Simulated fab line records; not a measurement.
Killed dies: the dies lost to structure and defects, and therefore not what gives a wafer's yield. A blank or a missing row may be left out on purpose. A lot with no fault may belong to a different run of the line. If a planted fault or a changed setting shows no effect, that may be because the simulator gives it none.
Comparing a struck lot with a sound one -- flow sky130 -- 34 steps out of a route of 708
Sound: the wafers L785.1, L785.2, L785.6. The struck wafers were L779.1, L779.2, L779.5. The cause is given at the end.
For every step that has rows: the tool of each side, followed by ch and its chambers, followed by its first start. Under that, the readings that differ: sound wafers -- struck wafers -- difference of the means -- sigmas: that difference in standard deviations of wafers without a fault.
alike: words and numbers the same on both sides, and readings whose means are apart by under 2 such deviations; not compared: readings that were withheld, readings missing a value for some wafer, numbers with overlapping values and no deviation given by the record, and bounds like >300 which may hide the same value.
Wherever a step has rows on one side only, a row that says differs or no value, or a row with sigmas, the two part there. Numbers that have no deviation but don't overlap get no sigmas and don't part them. A reading that every wafer of one side lacks parts them only if that side has two wafers or more.

first, 9 steps without rows for these wafers: SKY_VIA3_CMP_02 (polishes SiO2); SKY_VIA3_DEHYDRATE_04 (time 60 s); SKY_VIA3_HMDS_05 (prime time 60 s); SKY_VIA3_COAT_06 (resist thk 60 nm); SKY_VIA3_COAT_07 (resist thk 450 nm); SKY_VIA3_SOFTBAKE_08 (time 90 s); SKY_VIA3_EXPOSE_09 (exposes mask VIM3, target cd 200 nm); SKY_VIA3_PEB_10; SKY_VIA3_DEVELOP_11 (develop time 60 s).
SKY_VIA3_ETCH_14: etches BARC in N2/H2, stops on SiO2, time 45.9 s, target depth 60 nm.
  sound on rieDiel-03 ch 1,2, day 44 11:14; struck on rieDiel-04 ch 0,1,3, day 42 16:29
  alike: drypumpMotorCurrentA, oesProductAu, throttleValvePct
  not compared: rfHoursCounterH
then, 23 steps without rows for these wafers: SKY_VIA3_ETCH_15 (etches SiO2 in C4F8/O2/Ar, stops on TiN, target depth 507 nm, time 78 s); SKY_VIA3_STRIP_16 (strips in O2/N2); SKY_VIA3_STRIP_17 (strips in post etch residue remover, time 1200 s); SKY_VIA3_CLEAN_18 (cleans in IPA, time 180 s); SKY_VIA3_CLEAN_19 (cleans in O3/DIW); SKY_VIA3_SPUTTER_20 (material TiN, target thk 20 nm, time 80 s); SKY_VIA3_CVD_21 (deposits W, target thk 390 nm, time 117.31 s); SKY_VIA3_CMP_24 (polishes, stops on SiO2, t overpolish 20 s, target thk 0 nm); SKY_METAL4_SPUTTER_00 (material Ti, target thk 15 nm, time 10 s); SKY_METAL4_SPUTTER_01 (material TiN, target thk 20 nm, time 16.7 s); SKY_METAL4_SPUTTER_02 (material AlCu, target thk 735 nm, time 39.1 s); SKY_METAL4_SPUTTER_03 (material Ti, target thk 5 nm, time 3.3 s); SKY_METAL4_SPUTTER_04 (material TiN, target thk 70 nm, time 58.3 s); SKY_CAP2M_CVD_00 (deposits SiO2, target thk 15.5 nm); SKY_CAP2M_SPUTTER_02 (material TiN, target thk 200 nm, time 166.7 s); SKY_CAP2M_DEHYDRATE_05 (time 60 s); SKY_CAP2M_HMDS_06 (prime time 60 s); SKY_CAP2M_COAT_07 (resist thk 1140 nm); SKY_CAP2M_SOFTBAKE_08 (time 60 s); SKY_CAP2M_EXPOSE_09 (exposes mask CAP2M, target cd 1000 nm); SKY_CAP2M_PEB_10; SKY_CAP2M_DEVELOP_11 (develop time 60 s); SKY_CAP2M_METAL_ETCH_13 (etches TiN in Cl2/BCl3, stops on SiO2, target depth 220 nm, time 62.9 s).
-- the record jumps here: 6 days lie between the struck wafers' starts before and after (it left off in module CAP2M and takes up again in module PAD_OPEN, whose first step shown is number 708 of the route) --
SKY_PAD_OPEN_PROBE_99:
  sound on prober-02, day 49 18:43; struck on prober-02, day 48 07:25
reading,sound,struck,difference,sigmas
defectLimitedYield (%),82.1 80.3 80.9,74.8 71.5 78.5,-6.2,-3
killed_at_M0_to_M3,43 51 51,72 96 72,+32,+4
killedDies,88 97 94,124 140 106,+30,+3
sort_bin_3_pad_short (%),1.0 1.0 1.4,3.0 3.9 2.8,+2.1,+5
sort_bin_5_function (%),11.6 10.8 11.2,14.0 18.1 12.8,+3.8,+3
sortNPass,404 395 398,368 352 386,-30,-3
sortYieldPct (%),82.1 80.3 80.9,74.8 71.5 78.5,-6.2,-3
model.etest.tester.sortNPass,404 395 398,368 352 386,-30,
model.etest.tester.sortYieldPct (%),82.11 80.28 80.89,74.8 71.54 78.46,-6.2,
model.etest.tester.sort_bin_5_pct (%),11.59 10.77 11.18,14.02 18.09 12.8,+3.79,
model.etest.tester.sort_bin_3_pct (%),1.016 1.016 1.423,3.049 3.862 2.846,+2.101,
  alike: killed_at_M4_up, killedAtContacts, killedAtFrontEnd, killedAtOther, killedOpen, killedShort, sort_bin_6_memory

## WHERE THEY PART
Within this record, at SKY_PAD_OPEN_PROBE_99 only.

WHY: what the simulator had put in
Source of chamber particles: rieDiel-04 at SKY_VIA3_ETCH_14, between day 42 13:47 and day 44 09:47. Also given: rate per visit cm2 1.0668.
